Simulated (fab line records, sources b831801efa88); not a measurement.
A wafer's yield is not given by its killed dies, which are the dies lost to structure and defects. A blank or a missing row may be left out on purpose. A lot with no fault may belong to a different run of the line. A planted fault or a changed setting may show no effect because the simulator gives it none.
Struck lot and sound lot, side by side / flow sky130 / 15 steps out of a route of 708
Sound: these wafers, L543.4, L543.5, L543.6. Struck: wafers L551.3, L551.5. (L551.6 of the same lot was not struck and is left out.) The cause comes at the end.
Per side, at each step with rows, come the tool, then ch with its chambers, and then its first start. Under that, the readings that differ: sound wafers / struck wafers / difference of the means / sigmas: that difference in standard deviations of wafers without a fault.
alike: same words and numbers on both sides, and readings whose means sit less than 2 such deviations apart. not compared: any withheld reading, any reading some wafer has no value for, any bound like >300 that may hide the same value, and any number with overlapping values for which the record gives no deviation.
Wherever a step has rows on one side only, a row that says differs or no value, or a row with sigmas, the two part there. When numbers do not overlap yet have no deviation, they are printed without sigmas and do not part them. A reading that every wafer of one side lacks parts them only if that side has two wafers or more.

first, 9 steps without rows for these wafers: SKY_CAP2M_CLEAN_17 (cleans in O3/DIW); SKY_METAL4_DEHYDRATE_05 (time 60 s); SKY_METAL4_HMDS_06 (prime time 60 s); SKY_METAL4_COAT_07 (resist thk 60 nm); SKY_METAL4_COAT_08 (resist thk 1140 nm); SKY_METAL4_SOFTBAKE_09 (time 90 s); SKY_METAL4_EXPOSE_10 (exposes mask MM4, target cd 300 nm); SKY_METAL4_PEB_11; SKY_METAL4_DEVELOP_12 (develop time 60 s).
SKY_METAL4_CD_MEAS_13 targets a cd of 300 nm.
  sound on cdSem-01, day 42 08:13; struck on cdSem-02, day 44 12:52
  alike: cdNm
SKY_METAL4_OVL_MEAS_14:
  sound on overlay-02, day 42 08:19; struck on overlay-02, day 44 12:57
reading=METAL4_OVL (nm); sound=-6 -8 -15; struck=7 9; difference=+18; sigmas=+3
SKY_METAL4_DESCUM_15: chemistry O2, time 8 s.
  sound on rieMetal-04 ch 0,1, day 42 08:21; struck on rieMetal-04 ch 1, day 44 12:59
  alike: drypumpMotorCurrentA, oesProductAu
  not compared: rfHoursCounterH
SKY_METAL4_ETCH_16: etches BARC in N2/H2, stops on SiO2, time 88.2 s, target depth 60 nm.
  sound on rieMetal-04 ch 0,1, day 42 08:24; struck on rieMetal-04 ch 1, day 44 13:02
reading=oesProductAu (a.u.); sound=0.636 0.630 0.624; struck=0.731 0.741; difference=+0.106; sigmas=+21
reading=runLengthS (s); sound=117.4 117.6 116.3; struck=101.4 101.0; difference=-15.9; sigmas=-28
reading=model.KrF-thick_of_METAL4_COAT_08.thkNm (nm); sound=1072 1071 1073; struck=1077 1086; difference=+10; sigmas=
  alike: drypumpMotorCurrentA, h2FlowSccm, throttleValvePct
  not compared: rfHoursCounterH
SKY_METAL4_ETCH_17: etches SiO2 in C4F8/O2/Ar, stops on TiN, time 3.9 s, target depth 15 nm.
  sound on rieDiel-03 ch 0,2,3, day 42 08:28; struck on rieDiel-03 ch 0, day 44 13:07
  alike: oesProductAu
-- the record jumps here: 4 days lie between the struck wafers' starts before and after (it left off in module METAL4 and takes up again in module PAD_OPEN, whose first step shown is number 708 of the route) --
SKY_PAD_OPEN_PROBE_99:
  only the struck wafers here have rows in the record (prober-02, day 48 05:56); the sound ones have none

## WHERE THEY PART
At SKY_METAL4_OVL_MEAS_14 first; at SKY_PAD_OPEN_PROBE_99 last (within this record only).

WHY: what had been put in by the simulator
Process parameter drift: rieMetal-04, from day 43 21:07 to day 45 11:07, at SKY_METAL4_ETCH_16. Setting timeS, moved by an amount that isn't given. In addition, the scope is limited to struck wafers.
